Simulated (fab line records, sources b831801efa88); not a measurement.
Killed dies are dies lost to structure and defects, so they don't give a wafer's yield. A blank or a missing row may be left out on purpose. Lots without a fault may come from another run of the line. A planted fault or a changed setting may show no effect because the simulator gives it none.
Chamber matching | flow gf180mcu | GF_V4_CMP_04 on cmp-01: 4 sister chambers
The step polishes SiO2. 4 wafers are shown with their chamber, then 7 later ones without.

WAFERS WITH THEIR CHAMBER
wafer  | chamber | motor_current_A (A)
L796.3 | 3       | 9.9
L805.3 | 1       | 11.3
L812.2 | 0       | 9.9
L812.4 | 2       | 12.7

WAFERS WITHOUT THEIR CHAMBER
wafer  | motor_current_A (A)
L812.5 | 11.9
L813.2 | 12.0
L813.3 | 13.4
L813.4 | 9.3
L815.1 | 10.3
L815.3 | 10.7
L815.6 | 9.2

WHICH CHAMBER EACH WENT THROUGH
wafer  | from the rows above          | in truth
L812.5 | can't be placed: 1 or 2      | 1
L813.2 | can't be placed: 1 or 2      | 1
L813.3 | 2                            | 2
L813.4 | can't be placed: 0 or 3      | 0
L815.1 | can't be placed: 0 or 3 or 1 | 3
L815.3 | can't be placed: 1 or 0 or 3 | 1
L815.6 | can't be placed: 0 or 3      | 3
Placed correctly: 1 of 7. Can't be placed from these rows: 6 (the true chamber is among the candidates in 6). Placed wrongly: 0.
How it was worked out, from the rows above alone: a wafer's distance from a chamber is the root of the sum, over the readings, of the square of ((its reading less the chamber's mean) divided by the reading's scatter). The wafer belongs to the nearest chamber; if the next one is less than 2 further off, it can't be placed. A chamber's mean is the mean of its shown wafers. The scatter: with one shown wafer a chamber, the root of the mean of the squares of how far each hidden wafer lies from its nearest shown one.
